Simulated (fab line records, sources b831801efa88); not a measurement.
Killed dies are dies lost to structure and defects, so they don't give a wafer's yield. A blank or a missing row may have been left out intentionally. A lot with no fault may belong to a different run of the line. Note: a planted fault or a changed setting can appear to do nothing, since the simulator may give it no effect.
fab line records	flow gf180mcu
record lots=14	wafers=42	last_day=34
route steps=602 shown CONTACT@301 V1@339
lots that met no fault: taken from a fault-free run of the same line
start_h: the number of hours between the record's first day and the start of the first shown wafer of the lot	wait_h: hours from the lot's prior step to this one	" identical to the entry in the row above	L1.1+2: one row covering several wafers at once	- value missing, or start not given	* or withheld: withheld	< > ~ a bound
route shown NAME@n: NAME is a module with steps in the file, n the number in the route of the first one	usual: mean/standard deviation taken from wafers without a fault	same: alike in all rows	chamber/n: place in a boat	sites: the reading at each site	_std_site: the values' standard deviation	_edge_site: mean of outer sites minus mean of inner sites	radius_mm: for every site, how far away it sits from the centre of the wafer	mask NAME#n: copy n	behind: the last tool/chamber to shape the wafer	hold: reason for holding the lot/hours on hold/outcome of the hold	device: transistor that didn't switch, given as n, p or np	end of line: the tests these same wafers got at the end of their route	a step without rows: its recipe alone	killed: dies that structure and defects cost at the first sort, which is not the same as the wafer's yield	map: shows each die of a wafer: x if killed, . if not, _ if none is there
set.NAME: the run value of the setting; set.NAME@STEP: its run value at that earlier step	model.NAME: the simulator's own value behind a step, which no gauge read
route steps across a sampled set of lots; one table per step, one row per wafer
services: from which hour (start_h, from the record's first day; less than 0 if before it) a tool's chamber was out of use, for how many hours, and why
## steps
# step GF_CONTACT_CD_MEAS_14
# recipe target_cd_nm=220
# usual cd_nm=219.9/1.6
lot.wafer	tool	chamber	start_h	wait_h	cd_nm
L761.2	cd_sem-01	-	361.80	0.1	220.4
L761.5	"	-	"	"	219.8
L761.6	"	-	"	"	220.4
L763.2	cd_sem-02	-	377.12	0.1	220.3
L763.5	"	-	"	"	221.8
L763.6	"	-	"	"	221.2
L765.1	cd_sem-02	-	396.75	0.1	218.4
L765.2	"	-	"	"	219.7
L765.3	"	-	"	"	218.6
L766.2	cd_sem-02	-	406.57	0.1	223.0
L766.5	"	-	"	"	221.9
L766.6	"	-	"	"	222.9
L767.1	cd_sem-02	-	419.28	0.1	221.0
L767.3	"	-	"	"	221.2
L767.4	"	-	"	"	219.8
L768.1	cd_sem-02	-	421.64	0.1	218.4
L768.4	"	-	"	"	219.3
L768.6	"	-	"	"	219.3
L769.3	cd_sem-02	-	436.68	0.1	218.6
L769.4	"	-	"	"	218.2
L769.5	"	-	"	"	216.5
L774.3	cd_sem-02	-	477.28	0.1	220.8
L774.4	"	-	"	"	221.0
L774.5	"	-	"	"	221.0
L775.1	cd_sem-02	-	482.24	0.1	219.3
L775.2	"	-	"	"	219.7
L775.6	"	-	"	"	218.9
L776.3	cd_sem-02	-	496.83	0.1	221.3
L776.4	"	-	"	"	223.7
L776.5	"	-	"	"	222.3
L777.1	cd_sem-01	-	504.98	0.1	217.1
L777.3	"	-	"	"	219.6
L777.6	"	-	"	"	218.7
L778.1	cd_sem-01	-	510.39	0.1	218.3
L778.2	"	-	"	"	218.7
L778.5	"	-	"	"	217.7
L781.2	cd_sem-01	-	541.46	0.1	216.8
L781.3	"	-	"	"	218.1
L781.6	"	-	"	"	217.7
L782.2	cd_sem-02	-	541.50	0.1	219.8
L782.4	"	-	"	"	220.3
L782.5	"	-	"	"	221.3
# step GF_CONTACT_STRIP_18
# recipe chemistry=O2/N2	power_w=1400	pressure_mtorr=1500	platen_temp_c=250	o2_flow_sccm=3000	n2_flow_sccm=300	overash_fraction=0.5
# usual drypump_motor_current_A=5.7/0.57	heater_power_w=325/22	oes_product_au=0.581/0.0045
lot.wafer	tool	chamber	start_h	wait_h	drypump_motor_current_A	heater_power_w	oes_product_au	rf_hours_counter_h
L761.2	plasma_asher-04	0	362.10	-	4.9	353	0.582	25
L761.5	"	0	"	"	4.8	348	0.588	-
L761.6	"	1	"	"	6.1	351	0.586	-
L763.2	plasma_asher-04	1	377.42	-	6.0	350	0.580	27
L763.5	"	1	"	"	6.0	349	0.583	-
L763.6	"	0	"	"	4.8	350	0.581	-
L765.1	plasma_asher-04	0	397.07	-	4.8	343	0.585	29
L765.2	"	1	"	"	6.0	358	0.585	29
L765.3	"	1	"	"	6.1	357	0.579	-
L766.2	plasma_asher-02	0	406.86	-	6.5	298	0.578	83
L766.5	"	1	"	"	6.1	297	0.588	-
L766.6	"	0	"	"	6.5	303	0.582	-
L767.1	plasma_asher-04	1	419.60	-	6.0	347	0.577	31
L767.3	"	1	"	"	6.0	355	0.584	-
L767.4	"	0	"	"	4.8	350	0.582	-
L768.1	plasma_asher-04	0	421.96	-	4.8	346	0.582	32
L768.4	"	0	"	"	4.8	355	0.581	-
L768.6	"	0	"	"	4.9	350	0.583	-
L769.3	plasma_asher-04	1	436.99	-	6.0	340	0.581	-
L769.4	"	0	"	"	4.8	357	0.573	-
L769.5	"	0	"	"	4.8	355	0.579	-
L774.3	plasma_asher-03	0	477.59	-	5.2	315	0.584	-
L774.4	"	1	"	"	5.4	309	0.575	-
L774.5	"	0	"	"	5.2	312	0.583	-
L775.1	plasma_asher-04	0	482.56	-	4.9	355	0.568	38
L775.2	"	1	"	"	6.1	356	0.578	38
L775.6	"	0	"	"	4.9	351	0.583	-
L776.3	plasma_asher-03	1	497.14	-	5.4	304	0.572	-
L776.4	"	0	"	"	5.2	323	0.582	-
L776.5	"	1	"	"	5.4	314	0.584	-
L777.1	plasma_asher-03	1	505.30	-	5.4	312	0.581	76
L777.3	"	0	"	"	5.2	316	0.577	-
L777.6	"	1	"	"	5.4	314	0.591	-
L778.1	plasma_asher-03	0	510.74	-	5.2	309	0.572	77
L778.2	"	1	"	"	5.4	315	0.571	77
L778.5	"	0	"	"	5.2	317	0.578	-
L781.2	plasma_asher-02	0	541.76	-	6.5	322	0.579	12
L781.3	"	1	"	"	6.1	300	0.580	-
L781.6	"	1	"	"	6.1	292	0.578	-
L782.2	plasma_asher-03	0	541.80	-	5.2	317	0.580	80
L782.4	"	1	"	"	5.5	307	0.583	-
L782.5	"	1	"	"	5.4	311	0.581	-
# step GF_V1_CMP_04
# recipe material=SiO2	down_force_psi=4	platen_rpm=60	pad_velocity_m_s=0.94248
# usual edge_zone_pressure_frac=1.001/0.0049	head_pressure_psi=4.000/0.0087	motor_current_A=12.2/0.98	time_to_endpoint_s=76/5.5
lot.wafer	tool	chamber	start_h	wait_h	edge_zone_pressure_frac	head_pressure_psi	motor_current_A	time_to_endpoint_s
L761.2	cmp-01	1	386.73	0.0	1.004	4.018	10.1	77
L761.5	"	1	"	"	0.998	4.019	10.7	82
L761.6	"	2	"	"	1.003	4.006	12.9	77
L763.2	cmp-01	3	402.95	0.1	0.999	3.994	11.0	73
L763.6	"	1	"	"	0.999	3.989	10.7	81
L763.5	"	2	"	"	1.004	4.001	14.6	84
L765.3	cmp-01	1	423.13	0.1	0.999	4.008	10.4	77
L765.1	"	2	"	"	1.003	4.003	14.1	71
L765.2	"	3	"	"	1.005	3.990	11.8	76
L766.2	cmp-02	2	432.60	0.1	1.006	3.997	13.3	83
L766.5	"	0	"	"	1.000	4.008	12.3	83
L766.6	"	1	"	"	0.999	3.992	12.1	73
L767.3	cmp-02	2	445.81	0.0	1.003	3.998	13.2	72
L767.4	"	0	"	"	1.005	3.998	12.4	81
L767.1	"	1	"	"	1.004	4.004	12.3	71
L768.1	cmp-02	2	448.73	0.1	0.999	4.007	13.2	75
L768.4	"	3	"	"	1.003	3.991	11.6	74
L768.6	"	0	"	"	0.997	4.015	12.6	82
L769.4	cmp-01	2	464.08	0.0	1.002	4.000	13.9	82
L769.3	"	3	"	"	0.996	4.005	11.8	75
L769.5	"	3	"	"	1.000	4.001	10.8	82
L774.3	cmp-01	0	504.07	0.1	0.993	4.001	11.7	76
L774.4	"	1	"	"	1.005	3.999	10.2	84
L774.5	"	2	"	"	1.005	3.984	13.4	77
L775.1	cmp-02	1	507.86	0.1	0.996	3.991	12.5	69
L775.2	"	0	"	"	0.995	4.001	12.5	79
L775.6	"	1	"	"	0.993	3.993	12.3	74
L776.3	cmp-02	1	523.08	0.0	0.997	3.998	11.7	68
L776.4	"	0	"	"	1.002	3.997	12.6	81
L776.5	"	1	"	"	0.998	4.006	11.9	80
L777.1	cmp-02	1	530.71	0.1	-	-	-	-
L777.3	"	0	"	"	-	-	-	-
L777.6	"	1	"	"	-	-	-	-
L778.1	cmp-02	2	536.36	0.1	-	-	-	-
L778.2	"	1	"	"	-	-	-	-
L778.5	"	2	"	"	-	-	-	-
L781.3	cmp-01	2	566.85	0.1	0.999	3.987	13.6	80
L781.2	"	3	"	"	1.000	3.999	11.0	75
L781.6	"	1	"	"	1.002	3.984	10.1	87
L782.2	cmp-02	2	567.03	0.1	0.999	4.006	13.4	71
L782.4	"	3	"	"	1.007	4.001	11.4	78
L782.5	"	2	"	"	1.001	4.003	13.5	79
# step GF_V1_ETCH_17
# recipe chemistry=C4F8/O2/Ar	mask_material=KrF	target=SiO2	stop_on=TiN	source_w=1500	bias_w=1200	pressure_mtorr=40	c4f8_flow_sccm=withheld	O2_flow_sccm=6	Ar_flow_sccm=300	time_s=withheld	target_depth_a=6300
# usual oes_product_au=0.855/0.0048	rf_fwd_power_W=1494/5.5
lot.wafer	tool	chamber	start_h	wait_h	oes_product_au	rf_fwd_power_W
L761.2	rie_diel-02	2	-	-	0.853	1489
L761.5	"	2	"	"	0.848	1490
L761.6	"	0	"	"	0.847	1480
L763.2	rie_diel-02	1	-	-	0.858	1496
L763.5	"	3	"	"	0.855	1496
L763.6	"	2	"	"	0.858	1492
L765.1	rie_diel-02	3	-	-	0.851	1500
L765.2	"	0	"	"	0.859	1487
L765.3	"	2	"	"	0.855	1481
L766.2	rie_diel-04	0	-	-	0.859	1490
L766.5	"	1	"	"	0.854	1497
L766.6	"	2	"	"	0.856	1497
L767.1	rie_diel-04	3	-	-	0.848	1506
L767.3	"	2	"	"	0.852	1496
L767.4	"	0	"	"	0.857	1499
L768.1	rie_diel-02	1	-	-	0.862	1489
L768.4	"	3	"	"	0.857	1493
L768.6	"	0	"	"	0.849	1494
L769.3	rie_diel-02	2	-	-	0.857	1485
L769.4	"	0	"	"	0.851	1489
L769.5	"	3	"	"	0.855	1493
L774.3	rie_diel-04	0	-	-	0.854	1502
L774.4	"	1	"	"	0.859	1493
L774.5	"	0	"	"	0.853	1495
L775.1	rie_diel-04	1	-	-	0.862	1493
L775.2	"	0	"	"	0.861	1503
L775.6	"	1	"	"	0.853	1493
L776.3	rie_diel-02	3	-	-	0.848	1490
L776.4	"	0	"	"	0.860	1483
L776.5	"	3	"	"	0.849	1484
L777.1	rie_diel-04	1	-	-	1.606	1497
L777.3	"	2	"	"	1.621	1497
L777.6	"	1	"	"	1.610	1494
L778.1	rie_diel-02	0	-	-	1.622	1490
L778.2	"	3	"	"	1.617	1491
L778.5	"	3	"	"	1.627	1489
L781.2	rie_diel-02	1	-	-	0.852	1487
L781.3	"	0	"	"	0.858	1488
L781.6	"	3	"	"	0.852	1502
L782.2	rie_diel-04	1	-	-	0.854	1501
L782.4	"	3	"	"	0.858	1494
L782.5	"	3	"	"	0.856	1489
# step GF_V1_SPUTTER_21
# recipe material=Ti	target_thk_nm=15	chamber_pressure_pa=5	power_w=2500	substrate_temp_c=200	time_s=81.63
# usual throttle_valve_pct=30.3/1.1
lot.wafer	tool	chamber	start_h	wait_h	throttle_valve_pct
L761.2	pvd_sputter-03	-	410.60	0.0	31.6
L761.5	"	-	"	"	28.4
L761.6	"	-	"	"	31.4
L763.2	pvd_sputter-01	-	427.63	0.0	30.8
L763.5	"	-	"	"	29.6
L763.6	"	-	"	"	30.6
L765.1	pvd_sputter-03	-	448.76	0.0	28.4
L765.2	"	-	"	"	29.2
L765.3	"	-	"	"	31.0
L766.2	pvd_sputter-02	-	457.78	0.0	30.6
L766.5	"	-	"	"	31.6
L766.6	"	-	"	"	30.4
L767.1	pvd_sputter-02	-	471.61	0.0	30.5
L767.3	"	-	"	"	29.5
L767.4	"	-	"	"	31.9
L768.1	pvd_sputter-01	-	474.48	0.0	29.5
L768.4	"	-	"	"	31.5
L768.6	"	-	"	"	29.5
L769.3	pvd_sputter-03	-	489.41	0.0	31.4
L769.4	"	-	"	"	30.9
L769.5	"	-	"	"	31.6
L774.3	pvd_sputter-03	-	528.26	0.0	31.4
L774.4	"	-	"	"	29.1
L774.5	"	-	"	"	29.1
L775.1	pvd_sputter-02	-	532.08	0.0	31.7
L775.2	"	-	"	"	30.5
L775.6	"	-	"	"	29.1
L776.3	pvd_sputter-02	-	547.69	0.0	29.3
L776.4	"	-	"	"	29.6
L776.5	"	-	"	"	31.8
L777.1	pvd_sputter-03	-	553.93	0.0	29.5
L777.3	"	-	"	"	31.1
L777.6	"	-	"	"	31.3
L778.1	pvd_sputter-01	-	559.77	0.0	31.0
L778.2	"	-	"	"	31.6
L778.5	"	-	"	"	31.0
L781.2	pvd_sputter-01	-	589.96	0.0	30.9
L781.3	"	-	"	"	29.7
L781.6	"	-	"	"	29.7
L782.2	pvd_sputter-03	-	590.20	0.0	29.2
L782.4	"	-	"	"	28.5
L782.5	"	-	"	"	29.0
## services
tool	chamber	start_h	hours	kind
cmp-01	-	349.59	2.0	repair
cmp-01	-	354.08	0.5	repair
cmp-02	-	356.67	0.2	repair
pvd_sputter-03	-	357.40	3.0	repair
pvd_sputter-01	-	362.26	17.5	repair
rie_diel-02	1	381.17	22.7	repair
cmp-01	-	387.03	4.9	pm
pvd_sputter-02	-	391.32	5.3	repair
plasma_asher-04	-	391.37	2.6	repair
cmp-02	-	404.29	4.0	pm
rie_diel-02	3	406.52	3.8	repair
cmp-01	-	408.73	9.1	repair
rie_diel-02	0	413.37	28.6	repair
cmp-01	-	457.31	1.9	repair
cmp-01	-	468.15	0.5	repair
rie_diel-04	1	475.97	8.9	repair
plasma_asher-03	-	502.80	1.2	repair
cmp-02	-	503.72	0.9	repair
plasma_asher-04	-	506.65	3.9	repair
cmp-02	-	509.55	1.7	repair
rie_diel-04	0	550.18	15.9	repair
plasma_asher-03	-	555.79	17.4	repair
rie_diel-04	3	559.48	12.6	repair
cmp-01	-	572.09	4.0	pm
## key
first_sign step=GF_V1_CMP_04	reading=tool_record	direction=missing
effect step=GF_V1_ETCH_17	reading=oes_product_au	direction=up	sigmas=99+	usual=0.855	struck=1.617
met_at GF_V1_CMP_04
struck_lots L777,L778
later_rows_left_out L777.1,L777.3,L777.6,L778.1,L778.2,L778.5
sort_left_out L777.1,L777.3,L777.6,L778.1,L778.2,L778.5
not_acting_at GF_CONTACT_CD_MEAS_14,GF_CONTACT_STRIP_18,GF_V1_SPUTTER_21
onset_between 523.08 530.71
fault kind=skipped_step_whole	tool=cmp-02	chamber=-	onset_h=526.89	steps=GF_V1_CMP_04	scope=struck_lots_only
# sort_left_out: the simulated sort isn't trusted on such a fault, so these wafers' sort isn't shown, and their yield isn't known
# later_rows_left_out: the simulator's readings of these wafers behind a module that went badly wrong aren't trusted and aren't shown, but for the sort
